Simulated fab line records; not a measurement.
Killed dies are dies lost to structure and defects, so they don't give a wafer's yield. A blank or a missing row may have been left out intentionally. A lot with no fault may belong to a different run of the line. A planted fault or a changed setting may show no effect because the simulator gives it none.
One fault through the eyes of 2 desks :: flow gf180mcu :: each desk has only its own numbers; what lay behind them comes last

DESK OF THE TOOL OWNER: lpcvd-01
The tool's own readings at GF_POLY_GATE_CVD_00 (deposits poly-Si, target thk 200 nm, time 1200 s): means of the sampled wafers that have a number, for each lot that ran on this tool. If a lot's mean is further than 4 standard deviations from the usual mean, the lot is out of limits and carries the mark OUT (the distance appears in the brackets).
Columns: A = spike_tc_bottom_C at GF_POLY_GATE_CVD_00, usual 642.1 C; B = spike_tc_centre_C at GF_POLY_GATE_CVD_00, usual 620.5 C; C = spike_tc_lower_C at GF_POLY_GATE_CVD_00, usual 619.7 C; D = zone_power_bottom_pct at GF_POLY_GATE_CVD_00, usual 13.6 %; E = zone_power_centre_pct at GF_POLY_GATE_CVD_00, usual 10.2 %; F = zone_power_lower_pct at GF_POLY_GATE_CVD_00, usual 8.0 %
lot: L364
first seen here: day 11 23:49
A: 631.9
B: 613.5 (-4.1) OUT
C: 683.1 (+53) OUT
D: 8.7 (-8.5) OUT
E: 4.1 (-8.5) OUT
F: 19.5 (+12) OUT

lot: L374
first seen here: day 14 20:49
A: 644.1
B: 621.6
C: 620.0
D: 13.5
E: 10.7
F: 7.0
This desk finds L364 out of limits, L364 being first, at day 11 23:49 (spike_tc_centre_C at GF_POLY_GATE_CVD_00). L374 stayed within limits.

METROLOGY DESK
Lot by lot, what the gauges showed, no matter which tool ran the lot: averages of those sampled wafers that carry a number. If a lot's mean is further than 4 standard deviations from the usual mean, the lot is out of limits and carries the mark OUT (the distance appears in the brackets).
Columns: A = DUAL_GATE_OVL at GF_DUAL_GATE_OVL_MEAS_11, usual -0.4 nm; B = POLY_GATE_CVD_00_THK at GF_POLY_GATE_THK_MEAS_01, usual 200.5 nm
lot: L360
first seen here: day 10 12:50
A: -1.2
B: 198.9

lot: L364
first seen here: day 11 20:22
A: 0.3
B: 206.4

lot: L371
first seen here: day 13 20:56
A: 0.1
B: 198.3

lot: L372
first seen here: day 14 06:08
A: -0.4
B: 199.3

lot: L374
first seen here: day 14 18:42
A: -0.5
B: 199.1
This desk's verdict: no lot among the 5 shows anything out of limits.

BROUGHT TOGETHER
On L364, at day 11 23:49, an alarm was possible from the tool owner's desk.
From the metrology desk's view, nothing was out of limits.
The metrology desk holds a record of L364, inside its limits.
On lpcvd-01, each named lot ran GF_POLY_GATE_CVD_00.

WHAT THE SIMULATOR PUT IN
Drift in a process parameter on lpcvd-01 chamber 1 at GF_POLY_GATE_CVD_00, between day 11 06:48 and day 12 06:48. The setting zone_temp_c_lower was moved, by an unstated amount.
Shown lots that were struck: L364.
Delay in hours, fault start to first out-of-limits reading, by desk: the tool owner's desk at 17.
